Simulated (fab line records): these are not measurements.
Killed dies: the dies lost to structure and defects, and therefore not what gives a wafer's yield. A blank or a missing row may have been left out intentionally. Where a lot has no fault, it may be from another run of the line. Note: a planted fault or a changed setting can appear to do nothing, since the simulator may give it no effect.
Check for tools in common	flow sky130	12 lots and 36 wafers in the sample

== WHY THIS WAS OPENED ==
3 of 12 lots carry a flag on the reading SONOS_ONO_OXIDATION_THK at SKY_SONOS_ONO_THK_MEAS_01. No-fault wafers: 2.61 nm, standard deviation 0.052.
Rule: a lot gets a flag if all its wafers with a number sit over 4 standard deviations from that mean, or if no wafer of it has a number. The rest of the lots are taken to be sound.

lot	measured	on	SONOS_ONO_OXIDATION_THK (nm), wafer by wafer	flag
L312	day 12 05:07	filmMetro-01	2.54 2.55 2.57	
L315	day 12 19:13	filmMetro-04	2.62 2.52 2.55	
L317	day 13 22:35	filmMetro-04	2.86 2.86 2.86	FLAGGED
L318	day 13 23:58	filmMetro-04	2.89 2.95 2.89	FLAGGED
L319	day 13 23:58	filmMetro-03	2.93 2.92 2.84	FLAGGED
L323	day 15 22:53	filmMetro-03	2.57 2.58 2.57	
L324	day 16 00:23	filmMetro-04	2.61 2.60 2.55	
L327	day 16 15:58	filmMetro-03	2.64 2.60 2.56	
L328	day 16 15:58	filmMetro-01	2.58 2.67 2.63	
L330	day 17 06:48	filmMetro-01	2.62 2.62 2.68	
L331	day 17 19:51	filmMetro-01	2.57 2.58 2.58	
L333	day 18 12:04	filmMetro-01	2.68 2.64 2.73	
The mean of the flagged lots' numbers is 2.89 nm, +0.28 nm from the usual (+5 standard deviations).

== TOOL THAT RAN EACH LOT ==
The record holds 1 process step before the reading, out of a route of 708 steps. In each cell: the tool, then ch and the chambers that the sampled wafers went through, then the start.
lot	flag	SKY_SONOS_ONO_OXIDATION_00
L312		furnace-02 ch 0, day 12 03:44
L315		furnace-02 ch 0, day 12 17:52
L317	FLAGGED	furnace-01 ch 0, day 13 21:14
L318	FLAGGED	furnace-01 ch 0, day 13 22:35
L319	FLAGGED	furnace-01 ch 0, day 13 22:35
L323		furnace-02 ch 0, day 15 21:31
L324		furnace-02 ch 0, day 15 23:01
L327		furnace-02 ch 0, day 16 14:37
L328		furnace-02 ch 0, day 16 14:37
L330		furnace-02 ch 0, day 17 05:28
L331		furnace-01 ch 0, day 17 18:30
L333		furnace-02 ch 0, day 18 10:43
What these steps do:
- SKY_SONOS_ONO_OXIDATION_00: stabilise 600 s, purge 300 s, target thk 2.6 nm.
- SKY_SONOS_ONO_THK_MEAS_01

== FLAGGED AGAINST TOTAL, ONE TOOL AT A TIME (gauges that did the reading follow at the end) ==
step	tool	lots run	flagged	share of the flagged lots	sound lots run after its first flagged lot
SKY_SONOS_ONO_OXIDATION_00	furnace-01	4	3	all	1 (L331)
SKY_SONOS_ONO_OXIDATION_00	furnace-02	8	0	none	-
SKY_SONOS_ONO_THK_MEAS_01	filmMetro-01	5	0	none	-
SKY_SONOS_ONO_THK_MEAS_01	filmMetro-03	3	1	some	2 (L323,L327)
SKY_SONOS_ONO_THK_MEAS_01	filmMetro-04	4	2	some	1 (L324)

== WHAT THE TABLE PERMITS ==
All flagged lots share 1 row of the table, namely furnace-01 at SKY_SONOS_ONO_OXIDATION_00.
- furnace-01 at SKY_SONOS_ONO_OXIDATION_00: 3 of its 4 lots flagged. Sound lots followed the first flagged one (L331) on it, something a lasting fault affecting the whole tool could not allow. Its own readings lie more than 4 standard deviations out on every wafer of the flagged lots: tubeCenterTempC, tube_center_temp_C_max.
Every row of the table either missed a flagged lot or ran a sound lot after the first.

== WHAT THE SIMULATOR PUT IN ==
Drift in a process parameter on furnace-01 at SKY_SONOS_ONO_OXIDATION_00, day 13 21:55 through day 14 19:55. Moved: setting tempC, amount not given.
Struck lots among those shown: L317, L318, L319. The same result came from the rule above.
